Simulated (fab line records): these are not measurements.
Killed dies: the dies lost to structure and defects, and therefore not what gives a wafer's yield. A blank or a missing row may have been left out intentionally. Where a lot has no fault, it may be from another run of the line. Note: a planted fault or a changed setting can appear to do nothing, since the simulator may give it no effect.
fab line records | flow sky130
record: lots: 6 | wafers: 18 | last-day: 50
route steps=708 shown CONTACT@425 METAL1@434 PAD_OPEN@708
lots with no fault: from the same line, run without faults
start-h: hours from the record's opening day to when the first of the lot's shown wafers began | wait-h: hours since the lot's step before | " repeats the value in the row above | L1.1+2: several wafers, shown together as one row | - no value, or no start given | * or withheld: withheld | < > ~ a bound
route shown NAME@n: names a module that has steps shown in the file, with the first one's number in the route | usual: mean/standard deviation taken from wafers without a fault | same: alike in all rows | chamber/n: place in a boat | sites: readings site by site | _std_site: how widely they spread, as a standard deviation | _edge_site: mean of outer sites minus mean of inner sites | radius-mm: how far each site lies from the wafer's centre | mask NAME#n: copy n | behind: the last tool/chamber to shape the wafer | hold: what put the lot on hold/how long, in hours/how the hold closed | device: the transistor (n, p or np) that didn't switch | end of line: the route-end tests of the same wafers | step lacking rows: just its recipe | killed: at the first sort, the dies lost to defects and structure; wafer yield is something else | map: a wafer's dies, marking killed ones x, the rest . and places with no die _
set.NAME: the setting as run; set.NAME@STEP: as run at that earlier step | model.NAME: the simulator's own value behind a step, which no gauge read
a table for each step, a row for each wafer; lots at some steps of the route
services: from which hour (start-h, from the record's first day; less than 0 if before it) a tool's chamber was out of use, for how many hours, and why
== steps ==
step: SKY_CONTACT_STRIP_19
recipe: chemistry: O2/N2 | power-w: 1400 | pressure-mtorr: 1500 | platen-temp-c: withheld | o2-flow-sccm: 3000 | n2-flow-sccm: 300 | overash-fraction: 0.5
step: SKY_CONTACT_STRIP_20
recipe: chemistry: post-etch-residue-remover | time-s: 1200 | temp-c: 72.5
step: SKY_CONTACT_CLEAN_21
recipe: chemistry: IPA | time-s: 180 | temp-c: 25
step: SKY_CONTACT_CLEAN_22
recipe: chemistry: O3/DIW | dry: n2-spin
step: SKY_CONTACT_SPUTTER_23
recipe: material: TiN | target-thk-nm: 20 | chamber-pressure-pa: 5 | power-w: 4000 | time-s: 80
usual: cathode-dc-power-W: 4000.0/0.73 | throttle-valve-pct: 29.9/1.1
lot.wafer | tool           | chamber | start-h | wait-h | cathode-dc-power-W | throttle-valve-pct
L105.1    | pvd-sputter-02 | -       | 733.51  | 0.0    | 4000.4             | 31.1
L105.4    | "              | -       | "       | "      | 4000.2             | 29.3
L105.5    | "              | -       | "       | "      | 3999.8             | 30.6
L113.1    | pvd-sputter-02 | -       | 802.53  | 0.0    | 3999.2             | 31.4
L113.2    | "              | -       | "       | "      | 3999.2             | 29.5
L113.3    | "              | -       | "       | "      | 3999.9             | 30.7
L114.2    | pvd-sputter-01 | -       | 806.08  | 0.0    | 4000.1             | 30.7
L114.3    | "              | -       | "       | "      | 4001.2             | 29.2
L114.4    | "              | -       | "       | "      | 4000.1             | 27.2
L125.4    | pvd-sputter-02 | -       | 889.95  | 0.0    | 3998.9             | 29.5
L125.5    | "              | -       | "       | "      | 3999.4             | 31.4
L125.6    | "              | -       | "       | "      | 3999.7             | 29.9
L127.2    | pvd-sputter-04 | -       | 901.72  | 0.0    | 4000.1             | 30.5
L127.4    | "              | -       | "       | "      | 4001.2             | 30.7
L127.5    | "              | -       | "       | "      | 3998.9             | 27.8
L128.3    | pvd-sputter-02 | -       | 922.64  | 0.0    | 3999.2             | 31.3
L128.5    | "              | -       | "       | "      | 4001.3             | 30.9
L128.6    | "              | -       | "       | "      | 4000.5             | 29.7
step: SKY_CONTACT_CVD_24
recipe: material: W | target-thk-nm: 340 | time-s: 102.12 | temp-c: 400 | pressure-torr: 40
usual: heater-power-w: 875/53 | susceptor-temp-C: 400.03/0.22
lot.wafer | tool     | chamber | start-h | wait-h | heater-power-w | susceptor-temp-C
L105.1    | cvd-w-01 | 0       | 733.57  | 0.0    | 936            | 399.94
L105.4    | "        | 1       | "       | "      | 837            | 399.87
L105.5    | "        | 1       | "       | "      | 805            | 399.81
L113.1    | cvd-w-02 | 1       | 802.59  | 0.0    | 894            | 399.96
L113.2    | "        | 0       | "       | "      | 833            | 400.12
L113.3    | "        | 0       | "       | "      | 847            | 400.10
L114.2    | cvd-w-02 | 1       | 806.14  | 0.0    | 900            | 399.82
L114.3    | "        | 1       | "       | "      | 896            | 399.82
L114.4    | "        | 0       | "       | "      | 824            | 400.18
L125.4    | cvd-w-01 | 0       | 890.05  | 0.1    | 945            | 399.57
L125.5    | "        | 1       | "       | "      | 849            | 399.94
L125.6    | "        | 0       | "       | "      | 909            | 399.44
L127.2    | cvd-w-02 | 0       | 901.78  | 0.0    | 818            | 399.85
L127.4    | "        | 1       | "       | "      | 899            | 399.82
L127.5    | "        | 0       | "       | "      | 835            | 400.22
L128.3    | cvd-w-01 | 1       | 922.74  | 0.1    | 836            | 399.97
L128.5    | "        | 1       | "       | "      | 816            | 399.83
L128.6    | "        | 0       | "       | "      | 936            | 400.32
step: SKY_CONTACT_RS_MEAS_25
recipe: thk-meas-gauge: four-point-probe | reads: W_of_CONTACT_CVD_24+TiN_of_CONTACT_SPUTTER_23
usual: CONTACT_W_RS: 0.335/0.0047
lot.wafer | tool          | chamber | start-h | wait-h | CONTACT_W_RS[ohm/sq]
L105.1    | film-metro-01 | -       | 733.68  | 0.1    | 0.331
L105.4    | "             | -       | "       | "      | 0.330
L105.5    | "             | -       | "       | "      | 0.336
L113.1    | film-metro-03 | -       | 802.70  | 0.1    | 0.327
L113.2    | "             | -       | "       | "      | 0.342
L113.3    | "             | -       | "       | "      | 0.343
L114.2    | film-metro-01 | -       | 806.27  | 0.1    | 0.328
L114.3    | "             | -       | "       | "      | 0.331
L114.4    | "             | -       | "       | "      | 0.342
L125.4    | film-metro-03 | -       | 890.18  | 0.1    | 0.332
L125.5    | "             | -       | "       | "      | 0.337
L125.6    | "             | -       | "       | "      | 0.335
L127.2    | film-metro-01 | -       | 901.91  | 0.1    | 0.340
L127.4    | "             | -       | "       | "      | 0.332
L127.5    | "             | -       | "       | "      | 0.338
L128.3    | film-metro-03 | -       | 922.85  | 0.1    | 0.337
L128.5    | "             | -       | "       | "      | 0.339
L128.6    | "             | -       | "       | "      | 0.331
step: SKY_CONTACT_THK_MEAS_26
recipe: thk-meas-gauge: xrf | reads: W_of_CONTACT_CVD_24
usual: CONTACT_W_THK: 338/5.3
lot.wafer | tool          | chamber | start-h | wait-h | CONTACT_W_THK[nm]
L105.1    | film-metro-01 | -       | 733.80  | 0.1    | 338
L105.4    | "             | -       | "       | "      | 341
L105.5    | "             | -       | "       | "      | 335
L113.1    | film-metro-03 | -       | 802.82  | 0.1    | 347
L113.2    | "             | -       | "       | "      | 330
L113.3    | "             | -       | "       | "      | 331
L114.2    | film-metro-01 | -       | 806.38  | 0.1    | 345
L114.3    | "             | -       | "       | "      | 341
L114.4    | "             | -       | "       | "      | 329
L125.4    | film-metro-03 | -       | 890.27  | 0.1    | 343
L125.5    | "             | -       | "       | "      | 339
L125.6    | "             | -       | "       | "      | 343
L127.2    | film-metro-01 | -       | 902.02  | 0.1    | 332
L127.4    | "             | -       | "       | "      | 341
L127.5    | "             | -       | "       | "      | 334
L128.3    | film-metro-03 | -       | 922.95  | 0.1    | 340
L128.5    | "             | -       | "       | "      | 339
L128.6    | "             | -       | "       | "      | 348
step: SKY_CONTACT_CMP_27
recipe: stop-on: SiO2 | t-overpolish-s: 15 | down-force-psi: 3.5 | platen-rpm: 60 | target-thk-nm: 0 | pad-velocity-m-s: 0.94248
step: SKY_METAL1_SPUTTER_00
recipe: material: Ti | target-thk-nm: 15 | power-w: 3000 | time-s: 10 | chamber-pressure-pa: 0.4
usual: cathode-dc-power-W: 2999.9/0.6 | throttle-valve-pct: 29.9/1.1
lot.wafer | tool           | chamber | start-h | wait-h | cathode-dc-power-W | throttle-valve-pct
L105.1    | pvd-sputter-03 | -       | 734.16  | 0.2    | 2999.3             | 30.6
L105.4    | "              | -       | "       | "      | 2999.7             | 30.9
L105.5    | "              | -       | "       | "      | 3001.1             | 30.8
L113.1    | pvd-sputter-01 | -       | 803.18  | 0.2    | 2999.9             | 29.4
L113.2    | "              | -       | "       | "      | 3000.4             | 29.3
L113.3    | "              | -       | "       | "      | 2999.7             | 30.8
L114.2    | pvd-sputter-04 | -       | 806.74  | 0.2    | 2999.6             | 27.8
L114.3    | "              | -       | "       | "      | 3000.3             | 30.7
L114.4    | "              | -       | "       | "      | 2999.7             | 30.3
L125.4    | pvd-sputter-01 | -       | 890.60  | 0.2    | 3000.5             | 27.0
L125.5    | "              | -       | "       | "      | 3000.1             | 29.4
L125.6    | "              | -       | "       | "      | 3000.8             | 30.9
L127.2    | pvd-sputter-01 | -       | 902.37  | 0.2    | 2999.9             | 29.4
L127.4    | "              | -       | "       | "      | 3000.2             | 30.7
L127.5    | "              | -       | "       | "      | 2999.9             | 29.5
L128.3    | pvd-sputter-03 | -       | 923.29  | 0.1    | 3000.7             | 30.8
L128.5    | "              | -       | "       | "      | 2999.3             | 30.1
L128.6    | "              | -       | "       | "      | 2998.7             | 29.9
step: SKY_METAL1_SPUTTER_01
recipe: material: TiN | target-thk-nm: 20 | power-w: 6500 | time-s: 16.7 | chamber-pressure-pa: 0.4
step: SKY_METAL1_SPUTTER_02
recipe: material: AlCu | target-thk-nm: 250 | power-w: 10600 | time-s: 13.3 | chamber-pressure-pa: 0.4
usual: cathode-dc-power-W: 10600/1.9 | throttle-valve-pct: 29.9/1.1
lot.wafer | tool           | chamber | start-h | wait-h | cathode-dc-power-W | throttle-valve-pct
L105.1    | pvd-sputter-03 | -       | 734.21  | 0.0    | 10599              | 30.8
L105.4    | "              | -       | "       | "      | 10601              | 31.0
L105.5    | "              | -       | "       | "      | 10603              | 30.6
L113.1    | pvd-sputter-01 | -       | 803.23  | 0.0    | 10600              | 29.4
L113.2    | "              | -       | "       | "      | 10602              | 29.3
L113.3    | "              | -       | "       | "      | 10601              | 30.7
L114.2    | pvd-sputter-04 | -       | 806.79  | 0.0    | 10598              | 27.6
L114.3    | "              | -       | "       | "      | 10605              | 31.0
L114.4    | "              | -       | "       | "      | 10599              | 30.1
L125.4    | pvd-sputter-01 | -       | 890.65  | 0.0    | 10603              | 27.1
L125.5    | "              | -       | "       | "      | 10602              | 29.4
L125.6    | "              | -       | "       | "      | 10598              | 30.8
L127.2    | pvd-sputter-01 | -       | 902.41  | 0.0    | 10600              | 29.5
L127.4    | "              | -       | "       | "      | 10603              | 30.9
L127.5    | "              | -       | "       | "      | 10600              | 29.1
L128.3    | pvd-sputter-03 | -       | 923.34  | 0.0    | 10599              | 31.0
L128.5    | "              | -       | "       | "      | 10600              | 30.4
L128.6    | "              | -       | "       | "      | 10600              | 30.2
step: SKY_METAL1_SPUTTER_03
recipe: material: Ti | target-thk-nm: 5 | power-w: 3000 | time-s: 3.3 | chamber-pressure-pa: 0.4
usual: cathode-dc-power-W: 2999.9/0.56 | throttle-valve-pct: 29.9/1.1
lot.wafer | tool           | chamber | start-h | wait-h | cathode-dc-power-W | throttle-valve-pct
L105.1    | pvd-sputter-03 | -       | 734.23  | 0.0    | 3000.5             | 30.7
L105.4    | "              | -       | "       | "      | 2999.9             | 31.0
L105.5    | "              | -       | "       | "      | 3000.5             | 30.8
L113.1    | pvd-sputter-01 | -       | 803.25  | 0.0    | 3000.8             | 29.7
L113.2    | "              | -       | "       | "      | 2999.7             | 29.2
L113.3    | "              | -       | "       | "      | 3000.3             | 30.9
L114.2    | pvd-sputter-04 | -       | 806.81  | 0.0    | 3000.0             | 27.9
L114.3    | "              | -       | "       | "      | 2999.8             | 30.7
L114.4    | "              | -       | "       | "      | 2999.8             | 29.9
L125.4    | pvd-sputter-01 | -       | 890.67  | 0.0    | 3000.6             | 27.2
L125.5    | "              | -       | "       | "      | 3000.5             | 29.5
L125.6    | "              | -       | "       | "      | 3074.6             | 30.7
L127.2    | pvd-sputter-01 | -       | 902.44  | 0.0    | 3000.6             | 29.5
L127.4    | "              | -       | "       | "      | 3074.2             | 30.8
L127.5    | "              | -       | "       | "      | 3000.0             | 29.2
L128.3    | pvd-sputter-03 | -       | 923.36  | 0.0    | 2999.9             | 30.9
L128.5    | "              | -       | "       | "      | 3000.2             | 30.0
L128.6    | "              | -       | "       | "      | 2998.7             | 30.2
step: SKY_METAL1_SPUTTER_04
recipe: material: TiN | target-thk-nm: 70 | power-w: 6500 | time-s: 61.03 | chamber-pressure-pa: 0.4
usual: cathode-dc-power-W: 6500.0/1.2 | throttle-valve-pct: 29.9/1.1
lot.wafer | tool           | chamber | start-h | wait-h | cathode-dc-power-W | throttle-valve-pct
L105.1    | pvd-sputter-03 | -       | 734.25  | 0.0    | 6500.7             | 30.9
L105.4    | "              | -       | "       | "      | 6499.2             | 31.1
L105.5    | "              | -       | "       | "      | 6498.0             | 30.6
L113.1    | pvd-sputter-01 | -       | 803.27  | 0.0    | 6502.2             | 29.3
L113.2    | "              | -       | "       | "      | 6499.3             | 29.3
L113.3    | "              | -       | "       | "      | 6498.1             | 31.0
L114.2    | pvd-sputter-04 | -       | 806.83  | 0.0    | 6500.7             | 27.7
L114.3    | "              | -       | "       | "      | 6500.6             | 30.9
L114.4    | "              | -       | "       | "      | 6499.0             | 29.9
L125.4    | pvd-sputter-01 | -       | 890.69  | 0.0    | 6500.0             | 26.9
L125.5    | "              | -       | "       | "      | 6498.6             | 29.5
L125.6    | "              | -       | "       | "      | 6499.9             | 31.2
L127.2    | pvd-sputter-01 | -       | 902.46  | 0.0    | 6500.6             | 29.4
L127.4    | "              | -       | "       | "      | 6499.7             | 30.9
L127.5    | "              | -       | "       | "      | 6498.9             | 29.1
L128.3    | pvd-sputter-03 | -       | 923.38  | 0.0    | 6502.0             | 31.0
L128.5    | "              | -       | "       | "      | 6500.9             | 30.2
L128.6    | "              | -       | "       | "      | 6498.9             | 30.2
step: SKY_PAD_OPEN_PROBE_99
usual: defect-limited-yield: 82.1/1.9 | killed_at_M0_to_M3: 45/6.8 | killed_at_M4_up: 3.0/1.7 | killed-at-contacts: 25/5.7 | killed-at-front-end: 15/4.6 | killed-at-other: 0.3/0.66 | killed-dies: 88/9.5 | killed-open: 48/7.3 | killed-short: 39/6.5 | sort_bin_3_pad_short: 0.9/0.47 | sort_bin_5_function: 10.6/1.5 | sort_bin_6_memory: 6.4/1.2 | sort-n-pass: 404/9.5 | sort-yield-pct: 82.1/1.9
same: gross-dies: 492 | killed-at-back-side: 0 | sort_bin_4_leakage[%]: 0 | sort_bin_8_speed[%]: 0
lot.wafer | tool      | chamber | start-h | wait-h | defect-limited-yield[%] | killed_at_M0_to_M3 | killed_at_M4_up | killed-at-contacts | killed-at-front-end | killed-at-other | killed-dies | killed-open | killed-short | sort_bin_3_pad_short[%] | sort_bin_5_function[%] | sort_bin_6_memory[%] | sort-n-pass | sort-yield-pct[%]
L105.1    | prober-01 | -       | 1071.60 | 0.1    | 79.9                    | 47                 | 5               | 26                 | 21                  | 0               | 99          | 47          | 51           | 0.6                     | 9.1                    | 10.4                 | 393         | 79.9
L105.4    | prober-01 | -       | 1071.75 | 0.2    | 80.1                    | 40                 | 3               | 29                 | 26                  | 0               | 98          | 52          | 46           | 1.0                     | 11.8                   | 7.1                  | 394         | 80.1
L105.5    | prober-01 | -       | 1071.80 | 0.2    | 85.0                    | 33                 | 4               | 22                 | 15                  | 0               | 74          | 40          | 34           | 0.8                     | 7.9                    | 6.3                  | 418         | 85.0
L113.1    | prober-02 | -       | 1126.40 | 0.1    | 82.7                    | 39                 | 4               | 23                 | 18                  | 1               | 85          | 48          | 37           | 0.6                     | 9.1                    | 7.5                  | 407         | 82.7
L113.2    | prober-02 | -       | 1126.45 | 0.1    | 81.3                    | 58                 | 0               | 19                 | 15                  | 0               | 92          | 51          | 38           | 1.4                     | 10.8                   | 6.5                  | 400         | 81.3
L113.3    | prober-02 | -       | 1126.50 | 0.2    | 82.5                    | 39                 | 2               | 23                 | 22                  | 0               | 86          | 49          | 37           | 0.8                     | 10.6                   | 6.1                  | 406         | 82.5
L114.2    | prober-01 | -       | 1128.24 | 0.1    | 80.1                    | 55                 | 2               | 30                 | 11                  | 0               | 98          | 47          | 51           | 1.4                     | 10.6                   | 7.9                  | 394         | 80.1
L114.3    | prober-01 | -       | 1128.29 | 0.2    | 82.3                    | 45                 | 3               | 33                 | 6                   | 0               | 87          | 49          | 38           | 1.8                     | 10.2                   | 5.7                  | 405         | 82.3
L114.4    | prober-01 | -       | 1128.34 | 0.2    | 78.9                    | 48                 | 8               | 28                 | 20                  | 0               | 104         | 48          | 54           | 1.4                     | 12.8                   | 6.9                  | 388         | 78.9
L125.4    | prober-02 | -       | 1186.06 | 0.2    | 82.9                    | 43                 | 3               | 25                 | 13                  | 0               | 84          | 50          | 34           | 0.6                     | 9.3                    | 7.1                  | 408         | 82.9
L125.5    | prober-02 | -       | 1186.11 | 0.2    | 80.1                    | 50                 | 3               | 33                 | 12                  | 0               | 98          | 59          | 37           | 0.6                     | 11.0                   | 8.3                  | 394         | 80.1
L125.6    | prober-02 | -       | 1186.16 | 0.2    | 83.1                    | 38                 | 1               | 37                 | 7                   | 0               | 83          | 51          | 31           | 0.6                     | 10.8                   | 5.5                  | 409         | 83.1
L127.2    | prober-01 | -       | 1193.39 | 0.1    | 78.0                    | 56                 | 5               | 32                 | 15                  | 0               | 108         | 58          | 50           | 0.8                     | 14.4                   | 6.7                  | 384         | 78.0
L127.4    | prober-01 | -       | 1193.49 | 0.2    | 80.3                    | 49                 | 2               | 33                 | 12                  | 1               | 97          | 46          | 50           | 0.8                     | 10.0                   | 8.9                  | 395         | 80.3
L127.5    | prober-01 | -       | 1193.54 | 0.2    | 84.6                    | 40                 | 2               | 20                 | 12                  | 2               | 76          | 43          | 31           | 0.4                     | 10.2                   | 4.9                  | 416         | 84.6
L128.3    | prober-02 | -       | 1205.91 | 0.2    | 80.1                    | 50                 | 5               | 32                 | 10                  | 1               | 98          | 50          | 48           | 2.0                     | 9.6                    | 8.3                  | 394         | 80.1
L128.5    | prober-02 | -       | 1206.01 | 0.2    | 81.9                    | 30                 | 1               | 30                 | 28                  | 0               | 89          | 52          | 37           | 0.8                     | 10.6                   | 6.7                  | 403         | 81.9
L128.6    | prober-02 | -       | 1206.06 | 0.2    | 82.1                    | 48                 | 1               | 23                 | 16                  | 0               | 88          | 41          | 47           | 0.8                     | 11.4                   | 5.7                  | 404         | 82.1
killed by level:class
L105.1 VIA1:geometric-particle:open=13 CONTACT:geometric-particle:open=12 FIELD_ISO:geometric-particle:short=9 VIA1:geometric-particle:short=7 METAL2:geometric-particle:short=7 METAL1:geometric-particle:short=6 VIA2:geometric-particle:open=6 FIELD_ISO:geometric-particle:open=4
L105.4 LI_CONTACT:geometric-particle:open=10 VIA2:geometric-particle:open=9 POLY_GATE:geometric-particle:short=7 VIA1:geometric-particle:open=7 CONTACT:geometric-particle:open=7 METAL2:geometric-particle:short=6 FIELD_ISO:geometric-particle:open=5 LI_CONTACT:geometric-particle:short=5
L105.5 CONTACT:geometric-particle:open=9 VIA2:geometric-particle:open=9 FIELD_ISO:geometric-particle:open=5 LOCAL_INTERCONNECT:geometric-particle:short=5 VIA1:geometric-particle:open=5 FIELD_ISO:geometric-particle:short=4 LI_CONTACT:geometric-particle:open=4 VIA1:geometric-particle:short=4
L113.1 CONTACT:geometric-particle:open=9 VIA2:geometric-particle:open=7 FIELD_ISO:geometric-particle:short=6 LI_CONTACT:geometric-particle:open=6 VIA1:geometric-particle:open=6 VIA1:geometric-particle:short=6 FIELD_ISO:geometric-particle:open=5 POLY_GATE:geometric-particle:open=5
L113.2 VIA2:geometric-particle:open=12 VIA1:geometric-particle:open=10 METAL2:geometric-particle:short=8 CONTACT:geometric-particle:open=8 VIA3:geometric-particle:open=7 VIA1:geometric-particle:short=6 FIELD_ISO:geometric-particle:short=5 LI_CONTACT:geometric-particle:open=5
L113.3 CONTACT:geometric-particle:open=10 FIELD_ISO:geometric-particle:open=7 POLY_GATE:geometric-particle:open=7 VIA3:geometric-particle:open=7 VIA1:geometric-particle:open=6 METAL2:geometric-particle:short=6 FIELD_ISO:geometric-particle:short=5 CONTACT:geometric-particle:short=5
L114.2 VIA1:geometric-particle:open=11 LI_CONTACT:geometric-particle:open=9 CONTACT:geometric-particle:open=9 METAL2:geometric-particle:short=9 VIA2:geometric-particle:open=8 CONTACT:geometric-particle:short=7 VIA1:geometric-particle:short=6 METAL1:geometric-particle:short=6
L114.3 VIA1:geometric-particle:open=11 CONTACT:geometric-particle:open=10 VIA3:geometric-particle:open=10 CONTACT:geometric-particle:short=9 LI_CONTACT:geometric-particle:open=8 LI_CONTACT:geometric-particle:short=5 VIA3:geometric-particle:short=5 METAL3:geometric-particle:short=4
L114.4 VIA1:geometric-particle:open=13 CONTACT:geometric-particle:open=10 METAL2:geometric-particle:short=9 CONTACT:geometric-particle:short=7 VIA1:geometric-particle:short=6 LI_CONTACT:geometric-particle:open=5 FIELD_ISO:geometric-particle:short=4 FIELD_ISO:geometric-particle:open=4
L125.4 CONTACT:geometric-particle:open=13 VIA1:geometric-particle:open=10 METAL1:geometric-particle:short=6 CONTACT:geometric-particle:short=5 VIA3:geometric-particle:open=5 LI_CONTACT:geometric-particle:open=4 VIA2:geometric-particle:open=4 POLY_GATE:geometric-particle:short=3
L125.5 CONTACT:geometric-particle:open=12 VIA1:geometric-particle:open=12 LI_CONTACT:geometric-particle:open=10 VIA2:geometric-particle:open=9 VIA2:geometric-particle:short=6 CONTACT:geometric-particle:short=4 VIA1:geometric-particle:short=4 METAL2:geometric-particle:short=4
L125.6 CONTACT:geometric-particle:open=15 VIA1:geometric-particle:open=9 CONTACT:geometric-particle:short=9 LI_CONTACT:geometric-particle:open=7 VIA3:geometric-particle:open=7 LOCAL_INTERCONNECT:geometric-particle:short=5 VIA2:geometric-particle:open=5 METAL2:geometric-particle:open=3
L127.2 CONTACT:geometric-particle:open=14 VIA1:geometric-particle:open=13 METAL2:geometric-particle:short=8 CONTACT:geometric-particle:short=7 METAL1:geometric-particle:short=7 VIA2:geometric-particle:open=7 LI_CONTACT:geometric-particle:open=6 METAL3:geometric-particle:short=5
L127.4 CONTACT:geometric-particle:open=10 CONTACT:geometric-particle:short=9 VIA1:geometric-particle:open=9 VIA2:geometric-particle:open=9 VIA2:geometric-particle:short=8 LI_CONTACT:geometric-particle:open=7 METAL1:geometric-particle:short=6 METAL2:geometric-particle:short=5
L127.5 VIA1:geometric-particle:open=13 CONTACT:geometric-particle:open=7 METAL2:geometric-particle:short=7 LI_CONTACT:geometric-particle:open=6 VIA2:geometric-particle:open=6 METAL1:geometric-particle:short=5 FIELD_ISO:geometric-particle:short=3 FIELD_ISO:geometric-particle:open=3
L128.3 CONTACT:geometric-particle:open=10 VIA1:geometric-particle:open=10 LI_CONTACT:geometric-particle:open=9 VIA2:geometric-particle:open=9 METAL1:geometric-particle:short=7 VIA1:geometric-particle:short=7 LOCAL_INTERCONNECT:geometric-particle:short=6 VIA2:geometric-particle:short=5
L128.5 CONTACT:geometric-particle:open=14 POLY_GATE:geometric-particle:open=12 VIA3:geometric-particle:open=7 LI_CONTACT:geometric-particle:short=6 VIA1:geometric-particle:open=6 FIELD_ISO:geometric-particle:short=5 POLY_GATE:geometric-particle:short=5 CONTACT:geometric-particle:short=4
L128.6 METAL1:geometric-particle:short=11 VIA1:geometric-particle:open=9 LI_CONTACT:geometric-particle:open=7 METAL2:geometric-particle:short=7 LOCAL_INTERCONNECT:geometric-particle:short=6 CONTACT:geometric-particle:open=6 VIA3:geometric-particle:open=6 POLY_GATE:geometric-particle:short=5
== services ==
tool           | chamber | start-h | hours | kind
pvd-sputter-01 | -       | 711.04  | 26.1  | repair
pvd-sputter-04 | -       | 711.39  | 7.0   | repair
pvd-sputter-02 | -       | 715.28  | 1.4   | repair
cvd-w-02       | -       | 750.33  | 2.8   | pm
pvd-sputter-03 | -       | 801.55  | 6.2   | repair
cvd-w-01       | -       | 804.16  | 2.8   | pm
pvd-sputter-04 | -       | 826.34  | 2.9   | repair
pvd-sputter-02 | -       | 835.46  | 11.5  | repair
cvd-w-01       | 1       | 841.41  | 10.0  | repair
pvd-sputter-01 | -       | 851.15  | 2.5   | repair
cvd-w-01       | -       | 901.63  | 0.6   | repair
cvd-w-02       | -       | 904.00  | 14.0  | pm
cvd-w-02       | 0       | 904.00  | 14.0  | vent-cycle
cvd-w-02       | 1       | 904.00  | 14.0  | vent-cycle
cvd-w-02       | 0       | 918.00  | -     | clean
cvd-w-02       | 1       | 918.00  | -     | clean
cvd-w-01       | -       | 919.61  | 1.2   | repair
== key ==
first-sign: step: SKY_METAL1_SPUTTER_03 | reading: cathode-dc-power-W | direction: up | sigmas: 99+ | usual: 2999.9 | struck: 3074.4
effect none on later readings
met-at SKY_METAL1_SPUTTER_03
struck-wafers L125.6,L127.4
onset-between 803.25 890.67
fault: kind: process-parameter-drift | tool: pvd-sputter-01 | chamber: - | onset-h: 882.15 | steps: SKY_METAL1_SPUTTER_03 | channel: power-w | offset: * | shape: step | end-h: 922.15 | acts-in: * | stated: * | scope: struck-wafers-only
